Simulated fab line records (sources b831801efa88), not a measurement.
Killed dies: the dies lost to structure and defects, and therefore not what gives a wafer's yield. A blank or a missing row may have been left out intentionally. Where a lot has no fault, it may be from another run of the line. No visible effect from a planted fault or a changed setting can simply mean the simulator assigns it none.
What tool caused it? | flow sky130 | Sampling: 12 lots, 36 wafers, 6 of 708 route steps

WHAT THE GAUGES READ, wafer by wafer
SKY_LI_CONTACT_BOW_MEAS_03.
lot  | measured     | on            | LI_CONTACT_BOW (um)
L783 | day 27 21:13 | film metro-01 | 52 52 51
L785 | day 29 01:44 | film metro-03 | 62 64 57
L787 | day 30 11:37 | film metro-01 | 55 44 56
L790 | day 31 07:40 | film metro-03 | 60 51 58
L793 | day 31 10:10 | film metro-02 | 54 68 61
L792 | day 31 10:22 | film metro-01 | 61 55 58
L794 | day 31 22:55 | film metro-03 | 69 66 53
L795 | day 32 08:00 | film metro-01 | 62 56 63
L797 | day 32 23:43 | film metro-01 | 44 67 57
L798 | day 33 05:11 | film metro-02 | 65 51 47
L801 | day 34 10:30 | film metro-01 | 62 57 52
L804 | day 35 07:07 | film metro-02 | 54 56 59

SKY_LOCAL_INTERCONNECT_RS_MEAS_01: measures by four-point-probe.
lot  | measured     | on            | LOCAL_INTERCONNECT_TIN_RS (ohm/sq)
L783 | day 29 02:47 | film metro-04 | 13.98 14.25 14.13
L785 | day 30 07:07 | film metro-04 | 13.94 13.95 13.82
L787 | day 31 17:40 | film metro-03 | 13.95 13.92 14.06
L790 | day 32 13:17 | film metro-03 | 14.18 14.20 14.31
L793 | day 32 15:12 | film metro-02 | 14.35 14.30 14.24
L792 | day 32 15:50 | film metro-04 | 14.42 14.42 14.25
L794 | day 33 03:10 | film metro-02 | 14.12 13.94 14.16
L795 | day 33 12:25 | film metro-03 | 14.26 14.28 14.24
L797 | day 34 03:59 | film metro-02 | 14.33 14.19 14.13
L798 | day 34 10:17 | film metro-03 | 14.24 14.08 13.98
L801 | day 35 14:46 | film metro-04 | 14.25 14.37 14.40
L804 | day 36 11:21 | film metro-04 | 14.38 14.36 14.31

SKY_CONTACT_THK_MEAS_03.
lot  | measured     | on            | CONTACT_HDPCVD_THK (nm)
L783 | day 30 08:59 | film metro-04 | 568 564 566
L785 | day 31 12:21 | film metro-04 | 565 558 567
L787 | day 32 22:46 | film metro-01 | 558 559 552
L790 | day 33 17:00 | film metro-04 | 553 556 556
L793 | day 33 18:47 | film metro-04 | 581 582 579
L792 | day 33 20:31 | film metro-01 | 566 553 556
L794 | day 34 07:26 | film metro-01 | 575 574 574
L795 | day 34 16:14 | film metro-04 | 567 578 569
L797 | day 35 07:30 | film metro-04 | 556 550 548
L798 | day 35 14:20 | film metro-04 | 559 562 559
L801 | day 36 18:47 | film metro-04 | 557 525 560
L804 | day 37 14:31 | film metro-02 | 579 578 579

SKY_METAL1_RS_MEAS_05: measures by four-point-probe.
lot  | measured     | on            | METAL1_ALCU_RS (ohm/sq)
L783 | day 31 14:54 | film metro-03 | 0.1267 0.1270 0.1260
L785 | day 32 18:23 | film metro-01 | 0.1274 0.1283 0.1275
L787 | day 34 03:48 | film metro-04 | 0.1262 0.1280 0.1257
L790 | day 34 21:36 | film metro-03 | 0.1282 0.1297 0.1276
L793 | day 34 23:57 | film metro-01 | 0.1273 0.1265 0.1272
L792 | day 35 01:22 | film metro-03 | 0.1256 0.1251 0.1268
L794 | day 35 13:07 | film metro-03 | 0.1273 0.1267 0.1283
L795 | day 35 21:33 | film metro-03 | 0.1267 0.1276 0.1281
L797 | day 36 12:11 | film metro-03 | 0.1258 0.1266 0.1268
L798 | day 36 18:50 | film metro-03 | 0.1254 0.1252 0.1259
L801 | day 37 22:41 | film metro-04 | 0.1295 0.1303 0.1305
L804 | day 38 18:33 | film metro-04 | 0.1259 0.1274 0.1277

TOOL THAT RAN EACH LOT (tool first, then ch and the chambers of the sampled wafers, then the start)
lot  | SKY_CONTACT_HDPCVD_02            | SKY_CONTACT_CMP_04
L783 | hdpcvd-01 ch 0,1,2, day 30 08:55 | cmp-02 ch 1,2,3, day 30 09:03
L785 | hdpcvd-02 ch 0,1, day 31 12:16   | cmp-01 ch 0,2,3, day 31 12:30
L787 | hdpcvd-01 ch 0,2, day 32 22:41   | cmp-02 ch 0,1,3, day 32 22:52
L790 | hdpcvd-01 ch 0,2, day 33 16:55   | cmp-02 ch 0,3, day 33 17:03
L793 | hdpcvd-02 ch 1,2, day 33 18:43   | cmp-02 ch 0,2,3, day 33 18:54
L792 | hdpcvd-01 ch 0,1,2, day 33 20:26 | cmp-02 ch 0,3, day 33 20:48
L794 | hdpcvd-02 ch 1,2, day 34 07:22   | cmp-02 ch 1,2, day 34 07:29
L795 | hdpcvd-02 ch 1,2, day 34 16:10   | cmp-01 ch 1,2,3, day 34 16:25
L797 | hdpcvd-01 ch 0,1, day 35 07:26   | cmp-01 ch 0,1,2, day 35 07:34
L798 | hdpcvd-02 ch 0,1,2, day 35 14:15 | cmp-01 ch 1,2, day 35 14:23
L801 | hdpcvd-01 ch 0,2, day 36 18:43   | cmp-02 ch 0,2,3, day 36 18:57
L804 | hdpcvd-02 ch 0,1,2, day 37 14:26 | cmp-02 ch 2,3, day 37 14:34
- SKY_CONTACT_HDPCVD_02: deposits SiO2, target thk 565 nm, time 94.2 s.
- SKY_CONTACT_CMP_04: polishes SiO2.

WHAT THE TOOLS THEMSELVES READ (means of the sampled wafers that have a number; where no wafer has one, the mark that the record gives instead)
SKY_CONTACT_HDPCVD_02.
lot  | tool      | run length s (s) | sih4 flow sccm (sccm)
L783 | hdpcvd-01 | 121.8            | 59.94
L785 | hdpcvd-02 | 121.9            | 59.92
L787 | hdpcvd-01 | 121.9            | 60.03
L790 | hdpcvd-01 | 121.9            | 59.90
L793 | hdpcvd-02 | 122.0            | 59.98
L792 | hdpcvd-01 | 122.4            | 59.98
L794 | hdpcvd-02 | 122.2            | 59.94
L795 | hdpcvd-02 | 122.2            | 59.88
L797 | hdpcvd-01 | 121.4            | 59.90
L798 | hdpcvd-02 | 121.8            | 60.02
L801 | hdpcvd-01 | 120.5            | 59.90
L804 | hdpcvd-02 | 121.9            | 59.97

SKY_CONTACT_CMP_04.
lot  | tool   | head pressure psi (psi) | motor current A (A) | time to endpoint s (s)
L783 | cmp-02 | 3.998                   | 10.6                | 86
L785 | cmp-01 | 4.004                   | 11.8                | 83
L787 | cmp-02 | 4.004                   | 12.2                | 81
L790 | cmp-02 | 4.008                   | 11.4                | 84
L793 | cmp-02 | 4.002                   | 11.1                | 93
L792 | cmp-02 | 4.001                   | 12.1                | 84
L794 | cmp-02 | 4.003                   | 11.3                | 87
L795 | cmp-01 | 3.999                   | 11.1                | 85
L797 | cmp-01 | 3.994                   | 11.7                | 78
L798 | cmp-01 | 4.001                   | 11.2                | 79
L801 | cmp-02 | 3.993                   | 10.8                | 73
L804 | cmp-02 | 3.992                   | 9.7                 | 85

THE ANSWER, worked out from the rows above alone
Rule: the usual values come from the lots themselves. The widest of any qualifying gaps counts: lots, ordered by their means at a reading, are off when they make up no more than a third of the lots, leave a main group of 4 or more, and stand apart from it by 3 or more times the standard deviation of that group's means. A main group whose means are all the same, to the digits that the tables above print for the reading, isn't used. Also off: a lot with no number at a reading for which 4 or more lots have one. All remaining lots with rows at the step are treated as sound. Order of review: gauges by route order, followed by the tools' own readings, for which a lot's mean as printed above is used. The first step at which some lot is off is used, and at that step the reading that is off furthest; a lot without a number counts as furthest.
Off: L801, at SKY_CONTACT_HDPCVD_02 (run length s). For the main group the mean is 121.9 s and the standard deviation 0.25.
If a tool, at that step or one of the process steps before it, ran each lot that is off and ran no sound lot following the first of them, it fits. One candidate fits, namely hdpcvd-01 at SKY_CONTACT_HDPCVD_02. A fault onset in the window from L797 (day 35 07:26, its last sound lot) to L801 (day 36 18:43, its first lot off) fits.
The tool's own readings at SKY_CONTACT_HDPCVD_02 bear it out: on the lots that are off they differ by more than 5 times the standard deviation of the sound lots' means. run length s reads 120.5 s there against 121.9 s on the sound lots.

WHAT THE SIMULATOR HAD INSERTED
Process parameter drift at SKY_CONTACT_HDPCVD_02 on hdpcvd-01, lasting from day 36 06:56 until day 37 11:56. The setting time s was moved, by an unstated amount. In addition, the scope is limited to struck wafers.
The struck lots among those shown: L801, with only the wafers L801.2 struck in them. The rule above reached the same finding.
